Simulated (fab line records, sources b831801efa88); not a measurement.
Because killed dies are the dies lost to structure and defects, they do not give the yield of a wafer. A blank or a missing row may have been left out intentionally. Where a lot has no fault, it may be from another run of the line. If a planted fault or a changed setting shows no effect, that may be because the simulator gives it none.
The tool behind it: which one? | flow sky130 | 13 lots, 39 wafers sampled, at 3 steps of a route of 708

## WHAT THE GAUGES SHOWED, per wafer
SKY_VIA4_THK_MEAS_01.
lot  | measured     | on            | VIA4_HDPCVD_THK (nm)
L942 | day 41 15:26 | film_metro-04 | 1764 1755 1759
L943 | day 42 08:53 | film_metro-02 | 1733 1755 1725
L944 | day 42 18:30 | film_metro-04 | 1745 1732 1756
L945 | day 42 22:53 | film_metro-03 | 1742 1756 1743
L947 | day 43 10:41 | film_metro-02 | 1730 1736 1763
L948 | day 43 14:23 | film_metro-02 | 1739 1717 1750
L949 | day 44 01:44 | film_metro-04 | 1752 1745 1729
L950 | day 44 11:41 | film_metro-02 | 1746 1747 1756
L951 | day 44 16:47 | film_metro-02 | 1723 1781 1744
L959 | day 46 12:20 | film_metro-02 | 1744 1776 1738
L962 | day 47 05:38 | film_metro-03 | 1700 1756 1752
L963 | day 47 04:28 | film_metro-03 | 1774 1757 1777
L964 | day 47 06:57 | film_metro-04 | 1747 1722 1710

## EACH LOT AND THE TOOL THAT RAN IT (in order: tool; ch and the chambers of the sampled wafers; start)
lot  | SKY_FIELD_ISO_OXIDATION_01   | SKY_CAP2M_CVD_00
L942 | furnace-02 ch 0, day 1 10:07 | pecvd-02 ch 0,1,2, day 39 13:21
L943 | furnace-01 ch 0, day 1 17:42 | pecvd-02 ch 0,1,2, day 40 07:33
L944 | furnace-01 ch 0, day 1 21:58 | pecvd-04 ch 0,1, day 40 17:26
L945 | furnace-01 ch 0, day 2 02:25 | pecvd-01 ch 0,1,2, day 40 21:30
L947 | furnace-02 ch 0, day 2 11:59 | pecvd-02 ch 0,1, day 41 09:46
L948 | furnace-02 ch 0, day 2 17:41 | pecvd-04 ch 0,1,2, day 41 13:40
L949 | furnace-01 ch 0, day 2 23:37 | pecvd-02 ch 1,2, day 42 01:11
L950 | furnace-02 ch 0, day 3 03:19 | pecvd-04 ch 0,1,2, day 42 12:39
L951 | furnace-02 ch 0, day 3 08:40 | pecvd-01 ch 0,1,2, day 42 18:11
L959 | furnace-01 ch 0, day 4 23:07 | pecvd-02 ch 1,2, day 44 15:53
L962 | furnace-02 ch 0, day 5 19:34 | pecvd-04 ch 1,2, day 45 10:04
L963 | furnace-02 ch 0, day 5 19:34 | pecvd-04 ch 1,2, day 45 09:00
L964 | furnace-02 ch 0, day 6 01:10 | pecvd-02 ch 0,2, day 45 11:55
- SKY_FIELD_ISO_OXIDATION_01: stabilise 600 s, purge 300 s, target thk 12 nm.
- SKY_CAP2M_CVD_00: deposits SiO2, target thk 15.5 nm.

## WHAT THE TOOLS THEMSELVES READ (means of the sampled wafers that have a number; where no wafer has one, the mark that the record gives instead)
SKY_FIELD_ISO_OXIDATION_01.
lot  | tool       | tube_center_temp_C (C)
L942 | furnace-02 | 899.97
L943 | furnace-01 | 899.98
L944 | furnace-01 | 899.99
L945 | furnace-01 | 900.04
L947 | furnace-02 | 899.96
L948 | furnace-02 | 900.06
L949 | furnace-01 | 900.06
L950 | furnace-02 | 899.94
L951 | furnace-02 | 899.92
L959 | furnace-01 | 899.97
L962 | furnace-02 | 900.05
L963 | furnace-02 | 900.06
L964 | furnace-02 | 899.98

SKY_CAP2M_CVD_00.
lot  | tool     | heater_power_w (W) | rf_fwd_power_W (W)
L942 | pecvd-02 | 747                | 442.1
L943 | pecvd-02 | 724                | 443.2
L944 | pecvd-04 | 712                | 443.3
L945 | pecvd-01 | 647                | 443.8
L947 | pecvd-02 | 805                | 441.9
L948 | pecvd-04 | 748                | 442.1
L949 | pecvd-02 | 774                | 442.0
L950 | pecvd-04 | 697                | 441.9
L951 | pecvd-01 | 710                | 444.9
L959 | pecvd-02 | 695                | 441.6
L962 | pecvd-04 | 697                | 439.2
L963 | pecvd-04 | 738                | 440.6
L964 | pecvd-02 | 767                | 443.4

## THE ANSWER, worked out from the rows above alone
Rule: the usual values come from the lots themselves. The widest of any qualifying gaps counts: lots, ordered by their means at a reading, are off when they make up no more than a third of the lots, leave a main group of 4 or more, and stand apart from it by 3 or more times the standard deviation of that group's means. If all means in a main group match to the digits the tables above print for the reading, that group is not used. A lot without any number at a reading at which 4 lots or more have one is off too. Where the step has rows for the other lots, those lots are counted as sound. First the gauges in route order, then the tools' own readings, where a lot's mean is used as printed above. At the first step where some lot is off, the reading lying furthest off is the one used; lots without a number count as furthest.
No lot is off at any reading shown: from this, nothing can be told.

## WHAT HAD BEEN PUT IN BY THE SIMULATOR
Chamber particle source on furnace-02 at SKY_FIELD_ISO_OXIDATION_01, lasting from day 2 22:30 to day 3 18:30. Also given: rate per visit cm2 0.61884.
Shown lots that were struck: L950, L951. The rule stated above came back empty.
